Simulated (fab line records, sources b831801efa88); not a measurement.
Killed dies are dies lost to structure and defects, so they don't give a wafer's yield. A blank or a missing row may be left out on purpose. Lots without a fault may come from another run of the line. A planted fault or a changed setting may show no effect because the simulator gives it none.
Which tool did it? | flow gf180mcu | 7 lots, 21 wafers sampled, at 1 step of a route of 602

WHAT THE GAUGES READ, wafer by wafer
GF_POLY_GATE_OVL_MEAS_11.
lot  | measured     | on         | POLY_GATE_OVL (nm)
L336 | day 9 10:15  | overlay-02 | 0 0 6
L338 | day 10 01:23 | overlay-02 | -3 -3 3
L340 | day 10 16:41 | overlay-02 | -4 -11 -5
L348 | day 13 03:15 | overlay-01 | -2 8 -4
L354 | day 15 00:18 | overlay-01 | -6 -5 -8
L356 | day 15 11:51 | overlay-01 | -11 -11 -14
L358 | day 16 05:08 | overlay-01 | -7 -11 0

WHICH TOOL RAN EACH LOT (tool, then ch and the chambers of the sampled wafers, then the start)
The record holds no process step before these readings.

THE ANSWER, worked out from the rows above alone
Rule: what is usual is taken from the lots themselves. Put in order of their means at a reading, lots are off if they are a third of the lots or fewer, leave a main group of 4 or more, and stand apart from it by a gap of 3 or more times the standard deviation of the main group's means; of several such gaps the widest counts. A main group whose means are all the same, to the digits that the tables above print for the reading, isn't used. A lot without any number at a reading at which 4 lots or more have one is off too. The other lots that the step has rows for count as sound.
No lot is off at any reading shown: from this, nothing can be told.

WHAT THE SIMULATOR HAD PUT IN
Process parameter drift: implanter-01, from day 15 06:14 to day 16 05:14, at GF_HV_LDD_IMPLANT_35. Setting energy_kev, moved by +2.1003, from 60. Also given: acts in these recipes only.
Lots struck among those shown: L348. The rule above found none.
